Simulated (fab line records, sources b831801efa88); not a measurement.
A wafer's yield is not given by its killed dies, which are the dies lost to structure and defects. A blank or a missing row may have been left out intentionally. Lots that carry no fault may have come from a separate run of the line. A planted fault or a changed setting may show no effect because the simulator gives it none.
8D (eight disciplines) problem report, filled in by code / flow gf180mcu / the parts of the form that need people (team, actions taken, sign-off) are left out

== 1. PROBLEM STATEMENT ==
developer temp C at GF_M4_DEVELOP_13 reads a mean of 20.15 C on 6 wafers of 2 lots; wafers without a fault read 20.99 C with a standard deviation of 0.1. Relative to the usual mean, that is a shift of -8.4 standard deviations.
The step: develop time 60 s.
Earliest sighting: wafer L747.1 on litho track-04 at day 26 20:55. The record holds 18 wafers of 6 lots with a number at this step. Rule for "out" (also "out of limits"): further than 4 standard deviations from the usual mean. The other wafers with a number count as sound.

== 2. WHAT IT IS; WHAT IT IS NOT ==
question=which readings at this step | is=developer temp C | is not=-
question=which lots | is=L747, L750 | is not=L741, L754, L759, L761
question=which wafers of those lots | is=all that have a number | is not=-
question=read on which tools | is=litho track-04 | is not=litho track-02, litho track-03
question=when | is=from day 26 20:55 | is not=up to then (3 sound wafers); but 9 sound wafers of L754, L759, L761 came after

== 3. SUSPECTS, AND WHAT RULES EACH OUT ==
Counting: a tool stays on the suspect list if, at a process step up to the reading, it processed all lots that are out and no sound lot following the first of them.
- litho track-04 at GF_M4_DEVELOP_13 (develop time 60 s): ruled out as a lasting fault. The sound lots L761 went through it after L747, its earliest lot that is out (day 26 20:55).
Left after counting: nothing in the record.

== 4. THE CAUSE (what the simulator had put in) ==
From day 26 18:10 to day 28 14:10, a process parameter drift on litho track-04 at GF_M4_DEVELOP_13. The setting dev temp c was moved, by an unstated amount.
Counting ruled it out, wrongly.

== 5. SEQUENCE OF EFFECTS, ordered by route ==
One row per reading whose mean, taken over the struck wafers that have a number, lies over 3 standard deviations from the usual. Scope: only readings with a usual standard deviation given in the record; hours: median across lots of the time from each lot's start at the first step in this table that gives one to its start at this step; sigmas: change in usual standard deviations.
hours=0; step=GF_M4_DEVELOP_13; reading=developer temp C; usual=20.99 C; on struck wafers=20.15; change=-0.84; sigmas=-8.4
Process steps it contains:
- GF_M4_DEVELOP_13: develop time 60 s.
Later steps that measure or inspect, where all struck wafers having a row at the step show a number for every such reading and not one has moved that far: GF_M4_CD_MEAS_14.

== 6. WHAT WOULD HAVE CAUGHT IT SOONER ==
In this record no reading fell out of limits until day 26 20:55, 3 hours after the fault had begun at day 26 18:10.
